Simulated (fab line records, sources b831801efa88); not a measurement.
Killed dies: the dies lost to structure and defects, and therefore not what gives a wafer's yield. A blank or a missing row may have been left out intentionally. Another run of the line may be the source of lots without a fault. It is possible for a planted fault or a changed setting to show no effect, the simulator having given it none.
fab line records    flow gf180mcu
record: lots: 24  wafers: 72  last-day: 34
route steps=602 shown M3@413 V4@490 MIM@510 M5@534 V5@565 TOP_METAL@568
lots that met no fault: from a run of the same line without faults
start-h: hours from the record's first day to the start of the lot's first wafer shown    wait-h: how many hours have passed since the lot's step before this one    " same as the row above    L1.1+2: a row that stands for several wafers    - either no value or no given start    * or withheld: withheld    < > ~ a bound
route shown NAME@n: names a module that has steps shown in the file, with the first one's number in the route    usual: mean and standard deviation over wafers with no fault    same: alike in all rows    chamber/n: place in a boat    sites: readings site by site    _std_site: how widely they spread, as a standard deviation    _edge_site: outer sites' mean less inner sites'    radius-mm: how far each site lies from the wafer's centre    mask NAME#n: copy n    behind: the most recent tool/chamber to have shaped the wafer    hold: the reason the lot was held/the length of the hold in hours/how it ended    device: transistor that didn't switch, given as n, p or np    end of line: the same wafers' tests at the end of the route    a step given without rows: its recipe and nothing more    killed: dies lost to structure and defects at the first sort, not the wafer's yield    map: a wafer's dies, x killed, . not, _ none there
set.NAME: the run value of the setting; set.NAME@STEP: its run value at that earlier step    model.NAME: the simulator's own value behind a step, which no gauge read
steps of the route over a sample of lots; a table a step, a row a wafer
services: the hour from which a tool's chamber was out of use, counted from the record's first day as start-h (under 0 if before that day), plus the number of hours and why
== steps ==
step: GF_M3_SPUTTER_04
recipe: material: TiN  target-thk-nm: 50  power-w: 6500  time-s: 41.7  chamber-pressure-pa: 0.4
usual: throttle-valve-pct: 29.9/1.2
same: time-s: 41.7
lot.wafer  tool            chamber  start-h  wait-h  throttle-valve-pct
L074.2     pvd-sputter-02  -        465.64   0.0     29.8
L074.4     "               -        "        "       29.9
L074.5     "               -        "        "       28.4
L075.3     pvd-sputter-02  -        483.25   0.0     29.2
L075.4     "               -        "        "       28.3
L075.5     "               -        "        "       28.5
L076.2     pvd-sputter-02  -        484.89   0.0     29.1
L076.4     "               -        "        "       28.3
L076.6     "               -        "        "       28.6
L078.1     pvd-sputter-02  -        503.20   0.0     28.9
L078.3     "               -        "        "       29.8
L078.6     "               -        "        "       29.9
L077.1     pvd-sputter-01  -        505.26   0.0     30.3
L077.4     "               -        "        "       28.7
L077.6     "               -        "        "       28.5
L079.2     pvd-sputter-01  -        512.88   0.0     32.2
L079.3     "               -        "        "       30.0
L079.5     "               -        "        "       28.6
L080.2     pvd-sputter-04  -        526.31   0.0     31.7
L080.4     "               -        "        "       28.8
L080.5     "               -        "        "       29.9
L081.1     pvd-sputter-01  -        536.90   0.0     28.7
L081.3     "               -        "        "       28.6
L081.4     "               -        "        "       32.1
L083.1     pvd-sputter-01  -        544.46   0.0     30.3
L083.3     "               -        "        "       32.0
L083.6     "               -        "        "       30.2
L082.2     pvd-sputter-01  -        547.94   0.0     28.5
L082.3     "               -        "        "       31.9
L082.6     "               -        "        "       28.8
L084.1     pvd-sputter-01  -        557.22   0.0     30.3
L084.5     "               -        "        "       30.3
L084.6     "               -        "        "       28.8
L085.1     pvd-sputter-04  -        563.80   0.0     28.8
L085.3     "               -        "        "       30.8
L085.6     "               -        "        "       31.9
L086.1     pvd-sputter-01  -        566.41   0.0     32.1
L086.2     "               -        "        "       30.3
L086.4     "               -        "        "       29.0
L087.1     pvd-sputter-01  -        575.27   0.0     32.2
L087.2     "               -        "        "       28.7
L087.3     "               -        "        "       30.3
L088.1     pvd-sputter-04  -        580.96   0.0     30.9
L088.2     "               -        "        "       32.0
L088.6     "               -        "        "       32.0
L089.1     pvd-sputter-04  -        587.60   0.0     30.1
L089.2     "               -        "        "       30.6
L089.6     "               -        "        "       28.5
L090.1     pvd-sputter-01  -        591.91   0.0     30.5
L090.3     "               -        "        "       28.8
L090.5     "               -        "        "       28.6
L091.2     pvd-sputter-04  -        599.34   0.0     30.5
L091.3     "               -        "        "       32.0
L091.6     "               -        "        "       30.8
L092.3     pvd-sputter-02  -        611.74   0.0     28.9
L092.5     "               -        "        "       28.6
L092.6     "               -        "        "       29.6
L093.3     pvd-sputter-02  -        614.12   0.0     29.9
L093.5     "               -        "        "       29.7
L093.6     "               -        "        "       29.9
L094.1     pvd-sputter-02  -        623.61   0.0     28.8
L094.2     "               -        "        "       29.7
L094.5     "               -        "        "       29.0
L095.3     pvd-sputter-04  -        630.69   0.0     28.8
L095.4     "               -        "        "       31.7
L095.5     "               -        "        "       30.3
L096.1     pvd-sputter-04  -        636.84   0.0     31.9
L096.2     "               -        "        "       30.2
L096.4     "               -        "        "       28.6
L097.1     pvd-sputter-04  -        649.22   0.0     30.7
L097.2     "               -        "        "       30.5
L097.4     "               -        "        "       28.9
step: GF_V4_CD_MEAS_14
recipe: target-cd-nm: 260
usual: cd-nm: 259.6/1.5
lot.wafer  tool       chamber  start-h  wait-h  cd-nm
L074.2     cd-sem-01  -        561.19   0.1     257.8
L074.4     "          -        "        "       258.1
L074.5     "          -        "        "       258.2
L075.3     cd-sem-01  -        577.93   0.1     256.6
L075.4     "          -        "        "       258.5
L075.5     "          -        "        "       257.1
L076.2     cd-sem-01  -        579.68   0.1     257.6
L076.4     "          -        "        "       257.4
L076.6     "          -        "        "       258.1
L078.1     cd-sem-02  -        595.46   0.1     259.8
L078.3     "          -        "        "       258.7
L078.6     "          -        "        "       258.4
L077.1     cd-sem-02  -        598.86   0.1     259.7
L077.4     "          -        "        "       260.7
L077.6     "          -        "        "       260.8
L079.2     cd-sem-02  -        604.54   0.1     260.2
L079.3     "          -        "        "       259.5
L079.5     "          -        "        "       258.3
L080.2     cd-sem-01  -        617.04   0.1     262.2
L080.4     "          -        "        "       260.6
L080.5     "          -        "        "       261.3
L081.1     cd-sem-01  -        627.07   0.1     261.5
L081.3     "          -        "        "       261.6
L081.4     "          -        "        "       261.1
L083.1     cd-sem-01  -        634.41   0.1     260.8
L083.3     "          -        "        "       259.8
L083.6     "          -        "        "       261.7
L082.2     cd-sem-01  -        636.88   0.1     257.5
L082.3     "          -        "        "       259.3
L082.6     "          -        "        "       258.3
L084.1     cd-sem-02  -        645.41   0.1     261.4
L084.5     "          -        "        "       261.2
L084.6     "          -        "        "       260.9
L085.1     cd-sem-02  -        651.61   0.1     259.9
L085.3     "          -        "        "       260.7
L085.6     "          -        "        "       260.8
L086.1     cd-sem-02  -        655.02   0.1     259.4
L086.2     "          -        "        "       259.6
L086.4     "          -        "        "       259.9
L087.1     cd-sem-02  -        662.36   0.1     259.4
L087.2     "          -        "        "       258.6
L087.3     "          -        "        "       258.9
L088.1     cd-sem-01  -        667.76   0.1     260.8
L088.2     "          -        "        "       260.5
L088.6     "          -        "        "       261.0
L089.1     cd-sem-01  -        673.07   0.1     259.9
L089.2     "          -        "        "       259.3
L089.6     "          -        "        "       260.4
L090.1     cd-sem-01  -        677.42   0.1     258.4
L090.3     "          -        "        "       257.0
L090.5     "          -        "        "       257.8
L091.2     cd-sem-02  -        684.08   0.1     260.5
L091.3     "          -        "        "       259.5
L091.6     "          -        "        "       262.2
L092.3     cd-sem-02  -        696.10   0.1     261.4
L092.5     "          -        "        "       259.5
L092.6     "          -        "        "       260.6
L093.3     cd-sem-01  -        696.85   0.2     259.8
L093.5     "          -        "        "       259.3
L093.6     "          -        "        "       260.1
L094.1     cd-sem-01  -        705.76   0.1     260.2
L094.2     "          -        "        "       260.3
L094.5     "          -        "        "       259.9
L095.3     cd-sem-02  -        712.75   0.1     259.0
L095.4     "          -        "        "       259.1
L095.5     "          -        "        "       258.7
L096.1     cd-sem-01  -        718.36   0.1     261.9
L096.2     "          -        "        "       263.5
L096.4     "          -        "        "       262.9
L097.1     cd-sem-02  -        729.12   0.1     257.1
L097.2     "          -        "        "       256.9
L097.4     "          -        "        "       259.7
step: GF_MIM_SPUTTER_07
recipe: material: TiN  target-thk-nm: 60  power-w: 6500  time-s: 50  chamber-pressure-pa: 0.4
usual: throttle-valve-pct: 29.8/1.1
same: time-s: 50
lot.wafer  tool            chamber  start-h  wait-h  throttle-valve-pct
L074.2     pvd-sputter-01  -        562.99   0.0     31.7
L074.4     "               -        "        "       28.8
L074.5     "               -        "        "       28.8
L075.3     pvd-sputter-04  -        579.71   0.0     30.3
L075.4     "               -        "        "       28.8
L075.5     "               -        "        "       30.9
L076.2     pvd-sputter-04  -        581.52   0.0     30.8
L076.4     "               -        "        "       28.9
L076.6     "               -        "        "       31.8
L078.1     pvd-sputter-02  -        597.32   0.1     28.2
L078.3     "               -        "        "       29.1
L078.6     "               -        "        "       29.0
L077.1     pvd-sputter-02  -        600.69   0.1     29.3
L077.4     "               -        "        "       29.6
L077.6     "               -        "        "       29.6
L079.2     pvd-sputter-04  -        606.64   0.0     30.2
L079.3     "               -        "        "       32.1
L079.5     "               -        "        "       30.7
L080.2     pvd-sputter-04  -        618.87   0.0     30.7
L080.4     "               -        "        "       31.5
L080.5     "               -        "        "       28.7
L081.1     pvd-sputter-02  -        628.90   0.1     29.6
L081.3     "               -        "        "       29.2
L081.4     "               -        "        "       28.3
L083.1     pvd-sputter-02  -        636.27   0.1     29.9
L083.3     "               -        "        "       29.3
L083.6     "               -        "        "       29.8
L082.2     pvd-sputter-02  -        638.73   0.0     28.6
L082.3     "               -        "        "       29.1
L082.6     "               -        "        "       29.6
L084.1     pvd-sputter-01  -        647.28   0.1     28.6
L084.5     "               -        "        "       31.9
L084.6     "               -        "        "       28.8
L085.1     pvd-sputter-02  -        653.53   0.1     29.7
L085.3     "               -        "        "       29.7
L085.6     "               -        "        "       29.6
L086.1     pvd-sputter-01  -        657.00   0.1     30.1
L086.2     "               -        "        "       28.9
L086.4     "               -        "        "       28.9
L087.1     pvd-sputter-01  -        664.18   0.1     28.9
L087.2     "               -        "        "       29.1
L087.3     "               -        "        "       31.7
L088.1     pvd-sputter-01  -        669.65   0.1     28.6
L088.2     "               -        "        "       30.1
L088.6     "               -        "        "       28.9
L089.1     pvd-sputter-01  -        674.90   0.1     30.3
L089.2     "               -        "        "       28.6
L089.6     "               -        "        "       30.4
L090.1     pvd-sputter-01  -        679.24   0.1     31.8
L090.3     "               -        "        "       30.3
L090.5     "               -        "        "       31.9
L091.2     pvd-sputter-02  -        685.92   0.0     29.8
L091.3     "               -        "        "       29.1
L091.6     "               -        "        "       28.8
L092.3     pvd-sputter-02  -        697.98   0.0     29.6
L092.5     "               -        "        "       29.1
L092.6     "               -        "        "       29.9
L093.3     pvd-sputter-02  -        698.64   0.0     29.7
L093.5     "               -        "        "       30.0
L093.6     "               -        "        "       29.8
L094.1     pvd-sputter-01  -        707.68   0.1     32.0
L094.2     "               -        "        "       28.9
L094.5     "               -        "        "       28.8
L095.3     pvd-sputter-01  -        714.97   0.0     30.5
L095.4     "               -        "        "       32.1
L095.5     "               -        "        "       28.7
L096.1     pvd-sputter-01  -        720.27   0.1     28.8
L096.2     "               -        "        "       30.1
L096.4     "               -        "        "       28.5
L097.1     pvd-sputter-02  -        731.09   0.1     29.0
L097.2     "               -        "        "       29.5
L097.4     "               -        "        "       28.3
step: GF_M5_OVL_MEAS_08
usual: M5_OVL: 1/5.1
lot.wafer  tool        chamber  start-h  wait-h  M5_OVL[nm]
L074.2     overlay-02  -        606.64   0.1     9
L074.4     "           -        "        "       10
L074.5     "           -        "        "       -5
L075.3     overlay-01  -        622.05   0.1     7
L075.4     "           -        "        "       4
L075.5     "           -        "        "       10
L076.2     overlay-02  -        624.21   0.1     5
L076.4     "           -        "        "       -3
L076.6     "           -        "        "       0
L078.1     overlay-01  -        639.33   0.1     3
L078.3     "           -        "        "       -7
L078.6     "           -        "        "       3
L077.1     overlay-01  -        642.24   0.1     0
L077.4     "           -        "        "       6
L077.6     "           -        "        "       6
L079.2     overlay-01  -        648.64   0.1     7
L079.3     "           -        "        "       -1
L079.5     "           -        "        "       3
L080.2     overlay-01  -        659.64   0.1     -2
L080.4     "           -        "        "       -2
L080.5     "           -        "        "       -3
L081.1     overlay-01  -        669.63   0.1     -4
L081.3     "           -        "        "       -6
L081.4     "           -        "        "       -5
L083.1     overlay-02  -        675.99   0.1     0
L083.3     "           -        "        "       1
L083.6     "           -        "        "       -6
L082.2     overlay-02  -        677.59   0.1     3
L082.3     "           -        "        "       8
L082.6     "           -        "        "       10
L084.1     overlay-01  -        686.44   0.1     -3
L084.5     "           -        "        "       0
L084.6     "           -        "        "       3
L085.1     overlay-01  -        691.99   0.1     -7
L085.3     "           -        "        "       2
L085.6     "           -        "        "       3
L086.1     overlay-02  -        695.79   0.1     0
L086.2     "           -        "        "       2
L086.4     "           -        "        "       6
L087.1     overlay-02  -        701.99   0.1     -2
L087.2     "           -        "        "       0
L087.3     "           -        "        "       5
L088.1     overlay-02  -        708.24   0.1     5
L088.2     "           -        "        "       0
L088.6     "           -        "        "       1
L089.1     overlay-02  -        713.04   0.1     -2
L089.2     "           -        "        "       -2
L089.6     "           -        "        "       -4
L090.1     overlay-02  -        716.93   0.1     -3
L090.3     "           -        "        "       -4
L090.5     "           -        "        "       -3
L091.2     overlay-01  -        723.19   0.1     12
L091.3     "           -        "        "       6
L091.6     "           -        "        "       7
L092.3     overlay-01  -        734.80   0.1     -1
L092.5     "           -        "        "       2
L092.6     "           -        "        "       -8
L093.3     overlay-01  -        736.00   0.1     4
L093.5     "           -        "        "       2
L093.6     "           -        "        "       -4
L094.1     overlay-01  -        743.78   0.1     8
L094.2     "           -        "        "       4
L094.5     "           -        "        "       1
L095.3     overlay-01  -        749.58   0.1     -3
L095.4     "           -        "        "       8
L095.5     "           -        "        "       5
L096.1     overlay-01  -        754.76   0.1     5
L096.2     "           -        "        "       0
L096.4     "           -        "        "       -2
L097.1     overlay-01  -        764.68   0.1     7
L097.2     "           -        "        "       8
L097.4     "           -        "        "       6
step: GF_V5_THK_MEAS_25
recipe: thk-meas-gauge: xrf  reads: W_of_V5_CVD_23
usual: V5_W_THK: 349/4.9
lot.wafer  tool           chamber  start-h  wait-h  V5_W_THK[nm]
L074.2     film-metro-01  -        629.87   0.1     350
L074.4     "              -        "        "       343
L074.5     "              -        "        "       344
L075.3     film-metro-04  -        644.96   0.1     341
L075.4     "              -        "        "       345
L075.5     "              -        "        "       351
L076.2     film-metro-01  -        648.04   0.1     347
L076.4     "              -        "        "       354
L076.6     "              -        "        "       344
L078.1     film-metro-02  -        661.57   0.1     352
L078.3     "              -        "        "       352
L078.6     "              -        "        "       353
L077.1     film-metro-04  -        664.19   0.1     338
L077.4     "              -        "        "       346
L077.6     "              -        "        "       342
L079.2     film-metro-01  -        670.43   0.1     349
L079.3     "              -        "        "       347
L079.5     "              -        "        "       348
L080.2     film-metro-01  -        681.20   0.1     353
L080.4     "              -        "        "       346
L080.5     "              -        "        "       349
L081.1     film-metro-02  -        690.94   0.1     348
L081.3     "              -        "        "       354
L081.4     "              -        "        "       349
L083.1     film-metro-02  -        697.19   0.1     352
L083.3     "              -        "        "       345
L083.6     "              -        "        "       344
L082.2     film-metro-04  -        698.74   0.1     343
L082.3     "              -        "        "       349
L082.6     "              -        "        "       349
L084.1     film-metro-01  -        707.65   0.1     349
L084.5     "              -        "        "       343
L084.6     "              -        "        "       354
L085.1     film-metro-02  -        712.92   0.1     348
L085.3     "              -        "        "       345
L085.6     "              -        "        "       348
L086.1     film-metro-02  -        717.01   1.5     356
L086.2     "              -        "        "       349
L086.4     "              -        "        "       361
L087.1     film-metro-01  -        722.40   0.1     350
L087.2     "              -        "        "       346
L087.3     "              -        "        "       347
L088.1     film-metro-01  -        729.09   0.1     360
L088.2     "              -        "        "       361
L088.6     "              -        "        "       358
L089.1     film-metro-01  -        733.19   0.1     351
L089.2     "              -        "        "       348
L089.6     "              -        "        "       351
L090.1     film-metro-02  -        737.75   0.1     346
L090.3     "              -        "        "       350
L090.5     "              -        "        "       343
L091.2     film-metro-02  -        743.57   0.1     346
L091.3     "              -        "        "       351
L091.6     "              -        "        "       344
L092.3     film-metro-01  -        754.61   0.1     342
L092.5     "              -        "        "       349
L092.6     "              -        "        "       340
L093.3     film-metro-02  -        755.47   0.1     352
L093.5     "              -        "        "       353
L093.6     "              -        "        "       360
L094.1     film-metro-01  -        763.80   0.1     349
L094.2     "              -        "        "       349
L094.5     "              -        "        "       350
L095.3     film-metro-04  -        768.80   0.1     354
L095.4     "              -        "        "       352
L095.5     "              -        "        "       351
L096.1     film-metro-02  -        773.49   0.1     350
L096.2     "              -        "        "       349
L096.4     "              -        "        "       347
L097.1     film-metro-02  -        782.64   0.1     356
L097.2     "              -        "        "       351
L097.4     "              -        "        "       357
step: GF_TOP_METAL_SPUTTER_01
recipe: material: TiN  target-thk-nm: 30  power-w: 6500  time-s: 25  chamber-pressure-pa: 0.4
usual: throttle-valve-pct: 29.7/0.99
same: time-s: 25
lot.wafer  tool            chamber  start-h  wait-h  throttle-valve-pct
L074.2     pvd-sputter-02  -        630.32   0.1     29.7
L074.4     "               -        "        "       28.4
L074.5     "               -        "        "       30.1
L075.3     pvd-sputter-03  -        645.40   0.1     30.2
L075.4     "               -        "        "       28.8
L075.5     "               -        "        "       30.2
L076.2     pvd-sputter-01  -        648.49   0.1     28.7
L076.4     "               -        "        "       30.5
L076.6     "               -        "        "       28.8
L078.1     pvd-sputter-01  -        662.03   0.1     28.9
L078.3     "               -        "        "       31.8
L078.6     "               -        "        "       29.0
L077.1     pvd-sputter-03  -        664.65   0.1     30.2
L077.4     "               -        "        "       29.6
L077.6     "               -        "        "       29.8
L079.2     pvd-sputter-03  -        670.88   0.1     30.3
L079.3     "               -        "        "       28.9
L079.5     "               -        "        "       28.6
L080.2     pvd-sputter-01  -        681.65   0.1     32.0
L080.4     "               -        "        "       28.7
L080.5     "               -        "        "       28.8
L081.1     pvd-sputter-01  -        691.40   0.1     31.8
L081.3     "               -        "        "       30.2
L081.4     "               -        "        "       28.7
L083.1     pvd-sputter-03  -        697.65   0.1     30.4
L083.3     "               -        "        "       29.5
L083.6     "               -        "        "       30.1
L082.2     pvd-sputter-03  -        699.19   0.1     29.9
L082.3     "               -        "        "       30.2
L082.6     "               -        "        "       28.9
L084.1     pvd-sputter-03  -        708.11   0.1     30.5
L084.5     "               -        "        "       29.3
L084.6     "               -        "        "       30.4
L085.1     pvd-sputter-01  -        713.38   0.1     28.5
L085.3     "               -        "        "       31.7
L085.6     "               -        "        "       28.7
L086.1     pvd-sputter-02  -        717.47   0.1     29.5
L086.2     "               -        "        "       29.4
L086.4     "               -        "        "       28.4
L087.1     pvd-sputter-02  -        722.86   0.1     29.7
L087.2     "               -        "        "       28.9
L087.3     "               -        "        "       29.5
L088.1     pvd-sputter-01  -        729.68   0.1     30.5
L088.2     "               -        "        "       31.7
L088.6     "               -        "        "       32.2
L089.1     pvd-sputter-01  -        733.77   0.1     31.8
L089.2     "               -        "        "       30.4
L089.6     "               -        "        "       28.9
L090.1     pvd-sputter-01  -        738.21   0.1     28.6
L090.3     "               -        "        "       30.5
L090.5     "               -        "        "       30.4
L091.2     pvd-sputter-02  -        744.02   0.1     29.7
L091.3     "               -        "        "       28.9
L091.6     "               -        "        "       29.7
L092.3     pvd-sputter-02  -        755.05   0.1     29.8
L092.5     "               -        "        "       29.4
L092.6     "               -        "        "       28.2
L093.3     pvd-sputter-01  -        755.91   0.1     31.7
L093.5     "               -        "        "       31.7
L093.6     "               -        "        "       28.9
L094.1     pvd-sputter-03  -        764.26   0.1     29.2
L094.2     "               -        "        "       28.7
L094.5     "               -        "        "       29.0
L095.3     pvd-sputter-03  -        769.24   0.1     28.7
L095.4     "               -        "        "       30.1
L095.5     "               -        "        "       29.9
L096.1     pvd-sputter-03  -        773.95   0.1     28.4
L096.2     "               -        "        "       30.2
L096.4     "               -        "        "       30.6
L097.1     pvd-sputter-01  -        783.10   0.1     30.0
L097.2     "               -        "        "       28.9
L097.4     "               -        "        "       28.7
== services ==
tool            chamber  start-h  hours  kind
pvd-sputter-04  -        449.63   14.9   repair
pvd-sputter-04  -        468.49   2.4    repair
pvd-sputter-02  1        530.95   -      consumable-replace:kit
pvd-sputter-02  1        530.95   18.0   scheduled-down
pvd-sputter-02  1        530.95   18.0   vent-cycle
pvd-sputter-02  -        557.11   2.1    repair
pvd-sputter-01  -        563.85   2.2    repair
pvd-sputter-01  -        579.32   12.1   repair
pvd-sputter-01  3        606.55   -      consumable-replace:kit
pvd-sputter-01  3        606.55   18.0   scheduled-down
pvd-sputter-01  3        606.55   18.0   vent-cycle
pvd-sputter-02  -        607.57   2.9    repair
pvd-sputter-02  -        660.69   7.4    repair
pvd-sputter-02  0        681.36   -      consumable-replace:kit
pvd-sputter-02  0        681.36   18.0   scheduled-down
pvd-sputter-02  0        681.36   18.0   vent-cycle
pvd-sputter-04  -        689.50   5.0    repair
pvd-sputter-04  -        695.57   4.4    repair
pvd-sputter-03  -        708.46   1.6    repair
pvd-sputter-01  2        741.39   -      consumable-replace:kit
pvd-sputter-01  2        741.39   18.0   scheduled-down
pvd-sputter-01  2        741.39   18.0   vent-cycle
pvd-sputter-02  3        762.84   -      consumable-replace:kit
pvd-sputter-03  -        777.07   0.6    repair
== key ==
fault none
